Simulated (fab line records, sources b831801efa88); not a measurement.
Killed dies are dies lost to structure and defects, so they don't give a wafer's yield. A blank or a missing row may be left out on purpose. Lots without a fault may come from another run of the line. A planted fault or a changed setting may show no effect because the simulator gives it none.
fab line records | flow sky130 | part 2 of 2: steps 33 to 43 of 43
record lots=5 wafers=15 last_day=49
route steps=708 shown METAL3@535 CAPM@537 VIA3@573
lots that met no fault: from a run of the same line without faults
start_h: hours from the record's first day to the start of the lot's first wafer shown | wait_h: hours since the lot's step before | " the same as in the row above | L1.1+2: a row that stands for several wafers | - no value, or no start given | * or withheld: withheld | < > ~ a bound
route shown NAME@n: a module of which the file shows steps, and the number in the route of the first | usual: mean/standard deviation of fault-free wafers | same: alike in all rows | chamber/n: place in a boat | sites: the reading at each site | _std_site: their standard deviation | _edge_site: outer sites' mean less inner sites' | radius_mm: how far each site lies from the wafer's centre | mask NAME#n: copy n | behind: the tool/chamber that last shaped the wafer | hold: why the lot was held/for how many hours/how that ended | device: the transistor (n, p or np) that didn't switch | end of line: the same wafers' tests at the end of the route | a step without rows: its recipe alone | killed: dies lost to structure and defects at the first sort, not the wafer's yield | map: a wafer's dies, x killed, . not, _ none there
set.NAME: the setting as run; set.NAME@STEP: as run at that earlier step | model.NAME: the simulator's own value behind a step, which no gauge read
lots at some steps of the route; a table a step, a row a wafer
services: from which hour (start_h, from the record's first day; less than 0 if before it) a tool's chamber was out of use, for how many hours, and why
## steps
# step SKY_METAL3_ETCH_17
# recipe target=SiO2 stop_on=TiN chemistry=C4F8/O2/Ar source_w=1536 bias_w=1200 pressure_mtorr=40 c4f8_flow_sccm=withheld O2_flow_sccm=6 Ar_flow_sccm=300 time_s=3.9 target_depth_a=150
# usual oes_product_au=0.753/0.0074
# columns lot.wafer tool chamber start_h wait_h oes_product_au rf_hours_counter_h
L074.2 rie_diel-02 2 944.56 0.1 0.740 14
L074.4 " 1 " " 0.752 13
L074.6 " 2 " " 0.759 -
L078.1 rie_diel-04 1 945.26 0.1 0.754 15
L078.4 " 0 " " 0.767 10
L078.6 " 1 " " 0.761 -
L086.2 rie_diel-04 3 998.71 0.1 0.751 20
L086.3 " 0 " " 0.748 12
L086.6 " 2 " " 0.754 -
L089.3 rie_diel-03 3 1015.26 0.0 0.753 1
L089.4 " 1 " " 0.763 3
L089.6 " 1 " " 0.762 -
L090.3 rie_diel-02 3 1015.61 0.0 0.756 10
L090.4 " 1 " " 0.772 15
L090.6 " 1 " " 0.765 -
# step SKY_METAL3_METAL_ETCH_18
# recipe target_depth_a=8450 stop_on=SiO2 over_etch_frac=0.3 time_s=183.1 chemistry=Cl2/BCl3 resist_sidewall_deg=88 pressure_mtorr=10 icp_w=900 bias_w=48.5 Cl2_flow_sccm=60 bcl3_flow_sccm=30
# usual drypump_motor_current_A=5.9/0.35 oes_product_au=0.866/0.0064 throttle_valve_pct=22.264/0.0089
# columns lot.wafer tool chamber start_h wait_h drypump_motor_current_A oes_product_au rf_hours_counter_h throttle_valve_pct
L074.2 rie_metal-02 1 944.58 0.0 6.1 0.855 13 22.264
L074.4 " 1 " " 6.1 0.868 - 22.264
L074.6 " 0 " " 5.8 0.858 - 22.256
L078.1 rie_metal-02 0 945.28 0.0 5.8 0.853 9 22.264
L078.4 " 0 " " 5.9 0.871 - 22.277
L078.6 " 1 " " 6.1 0.867 - 22.269
L086.2 rie_metal-02 1 998.73 0.0 6.1 0.865 16 22.263
L086.3 " 1 " " 6.1 0.870 - 22.266
L086.6 " 1 " " 6.1 0.862 - 22.262
L089.3 rie_metal-03 1 1015.33 0.1 6.0 0.868 - 22.272
L089.4 " 0 " " 5.5 0.866 - 22.261
L089.6 " 1 " " 6.0 0.861 - 22.275
L090.3 rie_metal-02 1 1015.68 0.1 6.0 0.867 - 22.251
L090.4 " 0 " " 5.9 0.867 - 22.272
L090.6 " 1 " " 6.1 0.875 - 22.247
# step SKY_METAL3_STRIP_19
# recipe chemistry=O2/N2 power_w=1400 pressure_mtorr=1500 platen_temp_c=withheld o2_flow_sccm=3000 n2_flow_sccm=300 overash_fraction=0.5
# usual drypump_motor_current_A=5.73/0.28 oes_product_au=0.502/0.0065 strip_time_to_endpoint_s=6.54/0.12
# columns lot.wafer tool chamber start_h wait_h drypump_motor_current_A oes_product_au rf_hours_counter_h strip_time_to_endpoint_s
L074.2 plasma_asher-03 0 944.76 0.1 5.99 0.511 79 6.66
L074.4 " 1 " " 5.27 0.503 - 6.62
L074.6 " 0 " " 6.00 0.500 - 6.45
L078.1 plasma_asher-01 1 945.46 0.1 5.70 0.507 52 6.63
L078.4 " 1 " " 5.70 0.503 - 6.54
L078.6 " 0 " " 5.85 0.508 - 6.72
L086.2 plasma_asher-03 1 998.91 0.1 5.29 0.501 85 6.69
L086.3 " 0 " " 6.04 0.506 - 6.67
L086.6 " 1 " " 5.30 0.509 - 6.68
L089.3 plasma_asher-04 0 1015.49 0.1 5.60 0.506 - 6.51
L089.4 " 1 " " 6.00 0.496 - 6.30
L089.6 " 0 " " 5.59 0.502 - 6.55
L090.3 plasma_asher-03 0 1015.84 0.1 6.06 0.502 - 6.60
L090.4 " 1 " " 5.29 0.496 - 6.45
L090.6 " 1 " " 5.28 0.505 - 6.62
# step SKY_METAL3_STRIP_20
# recipe chemistry=post_etch_residue_remover time_s=1200 temp_c=72.5
# columns lot.wafer tool chamber start_h wait_h
L074.2+4+6 wet_bench-01 0 944.86 0.1
L078.1+4+6 wet_bench-04 2 945.56 0.1
L086.2+3+6 wet_bench-02 0 999.01 0.1
L089.3+4+6 wet_bench-02 1 1015.55 0.0
L090.3+4+6 wet_bench-04 3 1015.90 0.0
# step SKY_METAL3_CLEAN_21
# recipe chemistry=IPA time_s=180 temp_c=25
# columns lot.wafer tool chamber start_h wait_h
L074.2+4+6 wet_bench-04 3 945.20 0.0
L078.1+4+6 wet_bench-02 3 945.93 0.0
L086.2+3+6 wet_bench-04 0 999.35 0.0
L089.3+4+6 wet_bench-01 0 1015.89 0.0
L090.3+4+6 wet_bench-02 1 1016.24 0.0
# step SKY_METAL3_CLEAN_22
# recipe chemistry=O3/DIW dry=n2_spin
# columns lot.wafer tool chamber start_h wait_h
L074.2+4+6 wet_bench-02 0 945.26 0.0
L078.1+4+6 wet_bench-01 2 945.99 0.0
L086.2+3+6 wet_bench-04 3 999.41 0.0
L089.3+4+6 wet_bench-02 1 1015.96 0.0
L090.3+4+6 wet_bench-04 2 1016.30 0.0
# step SKY_VIA3_HDPCVD_00
# recipe material=SiO2 target_thk_nm=1635 sigma_open_frac=0.3 time_s=272.5 temp_c=400 sih4_flow_sccm=60 pressure_mtorr=6
# columns lot.wafer tool chamber start_h wait_h
L074.2+4+6 hdpcvd-01 2,2,0 945.36 0.0
L078.1+4+6 hdpcvd-02 0,2,0 946.08 0.0
L086.2+3+6 hdpcvd-01 1,2,0 999.50 0.0
L089.3+4+6 hdpcvd-02 1,2,1 1016.05 0.0
L090.3+4+6 hdpcvd-01 2,1,0 1016.39 0.0
# step SKY_VIA3_THK_MEAS_01
# recipe reads=SiO2_of_VIA3_HDPCVD_00
# usual VIA3_HDPCVD_THK=1623/21
# columns lot.wafer tool chamber start_h wait_h VIA3_HDPCVD_THK[nm]
L074.2 film_metro-03 - 945.62 0.2 1590
L074.4 " - " " 1585
L074.6 " - " " 1603
L078.1 film_metro-03 - 946.25 0.1 1624
L078.4 " - " " 1633
L078.6 " - " " 1643
L086.2 film_metro-03 - 999.68 0.1 1613
L086.3 " - " " 1597
L086.6 " - " " 1602
L089.3 film_metro-04 - 1016.24 0.1 1635
L089.4 " - " " 1639
L089.6 " - " " 1611
L090.3 film_metro-04 - 1016.58 0.1 1610
L090.4 " - " " 1621
L090.6 " - " " 1580
# step SKY_VIA3_CMP_02
# recipe material=SiO2 down_force_psi=4 platen_rpm=60 pad_velocity_m_s=0.94248
# usual motor_current_A=12.8/1.1
# columns lot.wafer tool chamber start_h wait_h motor_current_A
L074.2 cmp-02 0 947.21 1.6 14.2
L074.4 " 1 " " 14.5
L074.6 " 3 " " 12.7
L078.4 cmp-02 1 947.56 1.3 13.8
L078.1 " 2 " " 11.4
L078.6 " 3 " " 13.0
L086.3 cmp-01 1 999.73 0.0 11.7
L086.2 " 0 " " 11.9
L086.6 " 2 " " 14.5
L089.4 cmp-01 1 1016.33 0.1 11.6
L089.3 " 3 " " 12.4
L089.6 " 1 " " 11.9
L090.3 cmp-02 2 1016.62 0.0 11.5
L090.4 " 1 " " 14.0
L090.6 " 2 " " 12.1
# step SKY_VIA3_BOW_MEAS_03
# recipe mode=bow
# usual VIA3_BOW=80/7.5
# columns lot.wafer tool chamber start_h wait_h VIA3_BOW[um]
L074.2 film_metro-04 - 947.48 0.2 98
L074.4 " - " " 79
L074.6 " - " " 85
L078.1 film_metro-04 - 947.76 0.1 81
L078.4 " - " " 93
L078.6 " - " " 78
L086.2 film_metro-04 - 1000.05 0.1 84
L086.3 " - " " 75
L086.6 " - " " 80
L089.3 film_metro-04 - 1016.66 0.2 93
L089.4 " - " " 85
L089.6 " - " " 82
L090.3 film_metro-04 - 1016.96 0.3 84
L090.4 " - " " 76
L090.6 " - " " 81
# step SKY_VIA3_DEHYDRATE_04
# recipe temp_c=200 time_s=60
# columns lot.wafer tool chamber start_h wait_h
L074.2+4+6 litho_track-03 0 959.14 11.6
L078.1+4+6 litho_track-01 0 959.37 11.6
L086.2+3+6 litho_track-02 0 1012.31 12.2
L089.3+4+6 litho_track-02 0 1026.13 9.5
L090.3+4+6 litho_track-03 0 1026.62 9.6
## services
# columns tool chamber start_h hours kind
pecvd-01 1 873.34 3.5 repair
plasma_asher-01 - 875.50 1.4 repair
rie_diel-04 0 876.09 16.5 repair
krf_scanner-02 - 876.36 1.0 pm
hdpcvd-01 2 887.34 6.7 repair
plasma_asher-04 - 899.54 2.0 repair
pvd_sputter-02 - 908.35 4.1 repair
rie_diel-04 1 908.80 3.2 repair
hdpcvd-01 1 919.21 43.3 repair
iline_stepper-01 - 923.85 1.7 pm
cmp-02 - 930.79 0.7 repair
plasma_asher-03 - 949.01 3.4 repair
iline_stepper-01 - 953.85 0.8 repair
pvd_sputter-03 - 962.79 1.5 repair
krf_scanner-02 - 968.39 0.8 pm
pvd_sputter-03 - 968.51 6.8 repair
rie_metal-04 0 983.52 15.0 repair
wet_bench-02 - 994.42 1.9 pm
plasma_asher-04 - 995.02 4.6 repair
plasma_asher-04 - 997.23 2.9 repair
krf_scanner-02 - 999.16 1.3 pm
plasma_asher-04 - 1012.32 2.8 pm
krf_scanner-02 - 1023.59 4.2 repair
krf_scanner-02 - 1026.29 0.3 repair
